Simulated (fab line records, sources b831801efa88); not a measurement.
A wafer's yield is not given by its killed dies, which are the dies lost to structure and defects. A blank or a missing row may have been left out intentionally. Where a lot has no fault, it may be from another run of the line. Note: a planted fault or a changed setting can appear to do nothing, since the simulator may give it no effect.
fab line records | flow sky130
record: lots: 14 | wafers: 42 | last-day: 50
route steps=708 shown DNWELL@42 NWELL@76 VT_ADJUST_LVTN@115 LI_CONTACT@364
lots with no fault: from the same line, run without faults
start-h: hours from the record's first day to the start of the lot's first wafer shown | wait-h: hours elapsed since this lot's preceding step | " identical to the entry in the row above | L1.1+2: several wafers, shown together as one row | - value missing, or start not given | * or withheld: withheld | < > ~ a bound
route shown NAME@n: a module of which the file shows steps, and the number in the route of the first | usual: average and standard deviation across the fault-free wafers | same: alike in all rows | chamber/n: place in a boat | sites: per-site readings | _std_site: the standard deviation of these | _edge_site: the outer-site mean with the inner-site mean subtracted | radius-mm: for every site, how far away it sits from the centre of the wafer | mask NAME#n: copy n | behind: the tool/chamber that last shaped the wafer | hold: cause of the lot's hold/its duration in hours/its outcome | device: the n, p or np transistor that did not switch | end of line: the same wafers' tests at the end of the route | a step given without rows: its recipe and nothing more | killed: count of dies lost to structure and defects at first sort (not the wafer's yield) | map: shows each die of a wafer: x if killed, . if not, _ if none is there
set.NAME: the setting the step ran with; set.NAME@STEP: the setting that earlier step ran with | model.NAME: the simulator's own value behind a step, which no gauge read
one table for each step of the route and one row for each wafer, over a sample of lots
services: when a tool's chamber went out of use (start-h, in hours from the record's first day, below 0 if earlier), for how many hours, and the reason
== steps ==
step: SKY_DNWELL_IMPLANT_07
recipe: species: P | energy-kev: withheld | dose-cm2: withheld | tilt-deg: withheld
lot.wafer  | tool         | chamber | start-h | wait-h
L611.3+4+6 | implanter-04 | 0       | 56.85   | -
L613.2+4+5 | implanter-04 | 0       | 72.98   | -
L615.4+5+6 | implanter-04 | 0       | 80.31   | -
L614.2+3+4 | implanter-01 | 0       | 80.58   | -
L616.2+5+6 | implanter-01 | 0       | 86.33   | -
L618.3+5+6 | implanter-01 | 0       | 95.30   | -
L621.2+3+6 | implanter-04 | 0       | 110.88  | -
L622.3+5+6 | implanter-01 | 0       | 117.68  | -
L626.1+3+5 | implanter-04 | 0       | 137.45  | -
L627.1+2+6 | implanter-04 | 0       | 142.93  | -
L629.2+4+6 | implanter-04 | 0       | 155.38  | -
L630.2+5+6 | implanter-02 | 0       | 159.71  | -
L631.2+5+6 | implanter-04 | 0       | 164.58  | -
L633.1+5+6 | implanter-04 | 0       | 177.78  | -
step: SKY_DNWELL_TW_MEAS_09
usual: DNWELL_TW: 1122/6.6
lot.wafer | tool          | chamber | start-h | wait-h | DNWELL_TW
L611.3    | film-metro-01 | -       | 57.07   | 0.1    | 1121
L611.4    | "             | -       | "       | "      | 1114
L611.6    | "             | -       | "       | "      | 1124
L613.2    | film-metro-01 | -       | 73.21   | 0.1    | 1131
L613.4    | "             | -       | "       | "      | 1126
L613.5    | "             | -       | "       | "      | 1127
L615.4    | film-metro-01 | -       | 80.51   | 0.1    | 1124
L615.5    | "             | -       | "       | "      | 1121
L615.6    | "             | -       | "       | "      | 1118
L614.2    | film-metro-02 | -       | 80.81   | 0.1    | 1115
L614.3    | "             | -       | "       | "      | 1112
L614.4    | "             | -       | "       | "      | 1116
L616.2    | film-metro-02 | -       | 86.56   | 0.1    | 1122
L616.5    | "             | -       | "       | "      | 1121
L616.6    | "             | -       | "       | "      | 1126
L618.3    | film-metro-04 | -       | 95.52   | 0.1    | 1198
L618.5    | "             | -       | "       | "      | 1202
L618.6    | "             | -       | "       | "      | 1197
L621.2    | film-metro-01 | -       | 111.11  | 0.1    | 1117
L621.3    | "             | -       | "       | "      | 1113
L621.6    | "             | -       | "       | "      | 1117
L622.3    | film-metro-04 | -       | 117.90  | 0.1    | 1198
L622.5    | "             | -       | "       | "      | 1200
L622.6    | "             | -       | "       | "      | 1199
L626.1    | film-metro-01 | -       | 137.70  | 0.1    | 1109
L626.3    | "             | -       | "       | "      | 1106
L626.5    | "             | -       | "       | "      | 1112
L627.1    | film-metro-01 | -       | 143.18  | 0.1    | 1118
L627.2    | "             | -       | "       | "      | 1118
L627.6    | "             | -       | "       | "      | 1120
L629.2    | film-metro-01 | -       | 155.61  | 0.1    | 1122
L629.4    | "             | -       | "       | "      | 1118
L629.6    | "             | -       | "       | "      | 1117
L630.2    | film-metro-02 | -       | 159.94  | 0.1    | 1124
L630.5    | "             | -       | "       | "      | 1127
L630.6    | "             | -       | "       | "      | 1131
L631.2    | film-metro-04 | -       | 164.81  | 0.1    | 1123
L631.5    | "             | -       | "       | "      | 1127
L631.6    | "             | -       | "       | "      | 1128
L633.1    | film-metro-04 | -       | 178.03  | 0.1    | 1122
L633.5    | "             | -       | "       | "      | 1128
L633.6    | "             | -       | "       | "      | 1117
step: SKY_NWELL_OVL_MEAS_23
usual: NWELL_01_OVL: 0.6/1.4
lot.wafer | tool       | chamber | start-h | wait-h | NWELL_01_OVL[nm]
L611.3    | overlay-02 | -       | 110.11  | -      | -1.2
L611.4    | "          | -       | "       | "      | 0.1
L611.6    | "          | -       | "       | "      | -0.1
L613.2    | overlay-01 | -       | 128.54  | -      | 0.8
L613.4    | "          | -       | "       | "      | -0.1
L613.5    | "          | -       | "       | "      | -0.6
L615.4    | overlay-01 | -       | 135.45  | -      | -2.5
L615.5    | "          | -       | "       | "      | -0.7
L615.6    | "          | -       | "       | "      | 0.5
L614.2    | overlay-01 | -       | 136.39  | -      | 1.2
L614.3    | "          | -       | "       | "      | -0.6
L614.4    | "          | -       | "       | "      | 1.0
L616.2    | overlay-01 | -       | 141.92  | -      | -0.3
L616.5    | "          | -       | "       | "      | -1.6
L616.6    | "          | -       | "       | "      | -1.2
L618.3    | overlay-01 | -       | 152.55  | -      | -0.4
L618.5    | "          | -       | "       | "      | 0.1
L618.6    | "          | -       | "       | "      | 0.1
L621.2    | overlay-01 | -       | 170.99  | -      | 2.1
L621.3    | "          | -       | "       | "      | -1.4
L621.6    | "          | -       | "       | "      | -0.4
L622.3    | overlay-02 | -       | 177.09  | -      | -1.1
L622.5    | "          | -       | "       | "      | 2.9
L622.6    | "          | -       | "       | "      | -0.1
L626.1    | overlay-01 | -       | 199.11  | -      | 0.3
L626.3    | "          | -       | "       | "      | 0.6
L626.5    | "          | -       | "       | "      | 0.9
L627.1    | overlay-01 | -       | 205.00  | -      | 3.2
L627.2    | "          | -       | "       | "      | 2.3
L627.6    | "          | -       | "       | "      | -0.4
L629.2    | overlay-02 | -       | 219.47  | -      | 1.1
L629.4    | "          | -       | "       | "      | -0.5
L629.6    | "          | -       | "       | "      | -0.2
L630.2    | overlay-02 | -       | 223.81  | -      | -0.3
L630.5    | "          | -       | "       | "      | 0.4
L630.6    | "          | -       | "       | "      | 1.7
L631.2    | overlay-01 | -       | 230.24  | -      | 0.7
L631.5    | "          | -       | "       | "      | 1.4
L631.6    | "          | -       | "       | "      | 0.7
L633.1    | overlay-02 | -       | 245.15  | -      | -1.6
L633.5    | "          | -       | "       | "      | -1.9
L633.6    | "          | -       | "       | "      | -1.8
step: SKY_VT_ADJUST_LVTN_OVL_MEAS_18
usual: VT_ADJUST_LVTN_01_OVL: 1.2/1.4
lot.wafer | tool       | chamber | start-h | wait-h | VT_ADJUST_LVTN_01_OVL[nm]
L611.3    | overlay-02 | -       | 169.05  | 0.1    | 1.5
L611.4    | "          | -       | "       | "      | 0.9
L611.6    | "          | -       | "       | "      | 1.3
L613.2    | overlay-02 | -       | 189.94  | 0.1    | 1.5
L613.4    | "          | -       | "       | "      | 1.4
L613.5    | "          | -       | "       | "      | 1.6
L615.4    | overlay-02 | -       | 196.77  | 0.1    | 1.2
L615.5    | "          | -       | "       | "      | -0.3
L615.6    | "          | -       | "       | "      | 1.3
L614.2    | overlay-01 | -       | 198.49  | 0.1    | 2.6
L614.3    | "          | -       | "       | "      | -0.7
L614.4    | "          | -       | "       | "      | 3.5
L616.2    | overlay-01 | -       | 204.46  | 0.1    | 0.9
L616.5    | "          | -       | "       | "      | -0.7
L616.6    | "          | -       | "       | "      | -1.5
L618.3    | overlay-02 | -       | 216.76  | 0.1    | -0.3
L618.5    | "          | -       | "       | "      | -0.4
L618.6    | "          | -       | "       | "      | 1.7
L621.2    | overlay-01 | -       | 237.11  | 0.1    | 0.0
L621.3    | "          | -       | "       | "      | -0.5
L621.6    | "          | -       | "       | "      | 2.3
L622.3    | overlay-02 | -       | 243.31  | 0.1    | 3.0
L622.5    | "          | -       | "       | "      | 3.4
L622.6    | "          | -       | "       | "      | 2.1
L626.1    | overlay-01 | -       | 269.35  | 0.1    | 1.1
L626.3    | "          | -       | "       | "      | 1.6
L626.5    | "          | -       | "       | "      | 1.6
L627.1    | overlay-02 | -       | 275.80  | 0.1    | 0.8
L627.2    | "          | -       | "       | "      | 2.6
L627.6    | "          | -       | "       | "      | 2.7
L629.2    | overlay-01 | -       | 291.36  | 0.1    | 0.4
L629.4    | "          | -       | "       | "      | -0.3
L629.6    | "          | -       | "       | "      | -1.2
L630.2    | overlay-01 | -       | 295.96  | 0.1    | 2.6
L630.5    | "          | -       | "       | "      | 1.4
L630.6    | "          | -       | "       | "      | 1.1
L631.2    | overlay-02 | -       | 302.51  | 0.1    | 1.9
L631.5    | "          | -       | "       | "      | 1.1
L631.6    | "          | -       | "       | "      | 0.9
L633.1    | overlay-01 | -       | 321.70  | 0.1    | 0.6
L633.5    | "          | -       | "       | "      | 0.8
L633.6    | "          | -       | "       | "      | 2.5
step: SKY_LI_CONTACT_CMP_02
recipe: material: PSG | down-force-psi: 4 | platen-rpm: 60 | pad-velocity-m-s: 0.94248
usual: motor-current-A: 11.6/1.2 | time-to-endpoint-s: 32.4/2.6
lot.wafer | tool   | chamber | start-h | wait-h | motor-current-A | time-to-endpoint-s
L611.3    | cmp-01 | 2       | 654.54  | 0.0    | 13.6            | 34.7
L611.4    | "      | 1       | "       | "      | 10.2            | 35.3
L611.6    | "      | 2       | "       | "      | 12.5            | 35.3
L613.2    | cmp-01 | 2       | 687.21  | 0.1    | 12.9            | 30.5
L613.4    | "      | 0       | "       | "      | 10.0            | 28.7
L613.5    | "      | 2       | "       | "      | 13.1            | 32.5
L615.4    | cmp-02 | 3       | 691.81  | 0.1    | 12.1            | 30.0
L615.5    | "      | 1       | "       | "      | 12.0            | 32.1
L615.6    | "      | 2       | "       | "      | 12.7            | 30.0
L614.4    | cmp-02 | 3       | 697.17  | 0.2    | 12.5            | 29.1
L614.2    | "      | 0       | "       | "      | 12.1            | 32.5
L614.3    | "      | 1       | "       | "      | 11.6            | 29.6
L616.2    | cmp-01 | 0       | 704.74  | 0.0    | 9.8             | 33.6
L616.6    | "      | 0       | "       | "      | 9.4             | 36.7
L616.5    | "      | 1       | "       | "      | 9.4             | 36.2
L618.3    | cmp-02 | 2       | 719.61  | 0.1    | 12.6            | 31.3
L618.6    | "      | 0       | "       | "      | 11.8            | 30.1
L618.5    | "      | 1       | "       | "      | 11.7            | 29.6
L621.2    | cmp-02 | 1       | 740.88  | 0.0    | 11.8            | 30.3
L621.3    | "      | 3       | "       | "      | 11.3            | 30.3
L621.6    | "      | 2       | "       | "      | 11.8            | 30.4
L622.3    | cmp-01 | 0       | 748.88  | 0.1    | 10.1            | 32.0
L622.5    | "      | 3       | "       | "      | 12.8            | 31.7
L622.6    | "      | 0       | "       | "      | 9.5             | 32.3
L626.3    | cmp-02 | 3       | 780.34  | 0.0    | 12.3            | 29.8
L626.1    | "      | 1       | "       | "      | 11.7            | 29.8
L626.5    | "      | 0       | "       | "      | 11.8            | 31.5
L627.1    | cmp-02 | 1       | 787.35  | 0.1    | 11.0            | 31.2
L627.2    | "      | 3       | "       | "      | 12.1            | 29.6
L627.6    | "      | 2       | "       | "      | 12.3            | 27.7
L629.4    | cmp-01 | 0       | 798.86  | 0.0    | 9.9             | 32.2
L629.2    | "      | 3       | "       | "      | 12.4            | 33.9
L629.6    | "      | 0       | "       | "      | 9.9             | 32.6
L630.2    | cmp-01 | 2       | 806.45  | 0.2    | 12.5            | 32.0
L630.5    | "      | 3       | "       | "      | 12.0            | 32.4
L630.6    | "      | 0       | "       | "      | 9.7             | 33.2
L631.2    | cmp-01 | 0       | 809.18  | 0.1    | 9.6             | 28.8
L631.6    | "      | 3       | "       | "      | 12.9            | 34.9
L631.5    | "      | 0       | "       | "      | 10.0            | 31.4
L633.1    | cmp-01 | 0       | 828.04  | 0.1    | 9.8             | 31.3
L633.6    | "      | 2       | "       | "      | 12.7            | 33.7
L633.5    | "      | 3       | "       | "      | 12.9            | 35.8
== services ==
tool         | chamber | start-h | hours | kind
implanter-04 | -       | 43.36   | 2.8   | repair
cmp-02       | -       | 43.43   | 1.3   | repair
cmp-01       | -       | 60.39   | 0.4   | repair
cmp-02       | -       | 64.00   | 4.0   | pm
cmp-02       | -       | 77.90   | 0.8   | repair
cmp-01       | -       | 78.58   | 33.0  | repair
implanter-04 | -       | 85.97   | 13.0  | pm
cmp-01       | -       | 185.65  | 4.2   | pm
cmp-01       | -       | 222.93  | 5.1   | pm
cmp-01       | -       | 232.00  | 4.0   | pm
implanter-04 | -       | 309.90  | 4.1   | repair
implanter-04 | -       | 314.05  | 3.7   | pm
cmp-01       | -       | 344.33  | 14.5  | pm
implanter-04 | -       | 353.44  | 1.3   | repair
implanter-04 | -       | 378.23  | 1.1   | repair
cmp-01       | -       | 398.12  | 2.8   | repair
cmp-01       | -       | 513.38  | 0.7   | repair
implanter-04 | -       | 518.11  | 2.1   | pm
cmp-01       | -       | 554.65  | 5.9   | pm
cmp-01       | -       | 567.15  | 7.7   | repair
cmp-01       | -       | 574.89  | 4.0   | pm
cmp-01       | -       | 587.84  | 1.9   | repair
implanter-04 | -       | 612.66  | 6.3   | pm
implanter-04 | -       | 746.91  | 1.7   | repair
== key ==
first-sign: step: SKY_DNWELL_TW_MEAS_09 | reading: DNWELL_TW | direction: up | sigmas: 12 | usual: 1122 | struck: 1199
effect none on later readings
met-at SKY_DNWELL_IMPLANT_07
struck-lots L618,L622
tester-left-out L618,L622
not-acting-at SKY_NWELL_OVL_MEAS_23,SKY_VT_ADJUST_LVTN_OVL_MEAS_18,SKY_LI_CONTACT_CMP_02
onset-between 86.33 95.30
fault: kind: process-parameter-drift | tool: implanter-01 | chamber: - | onset-h: 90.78 | steps: SKY_DNWELL_IMPLANT_07 | channel: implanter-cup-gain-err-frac | offset: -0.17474 | shape: step | end-h: 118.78
tester-left-out: of these lots the tester's yield and bins aren't shown, on N5 and GAA mostly nor the transistor test; their killed dies are dies lost to structure and defects alone, not to doping, threshold or leakage, so they don't give the yield
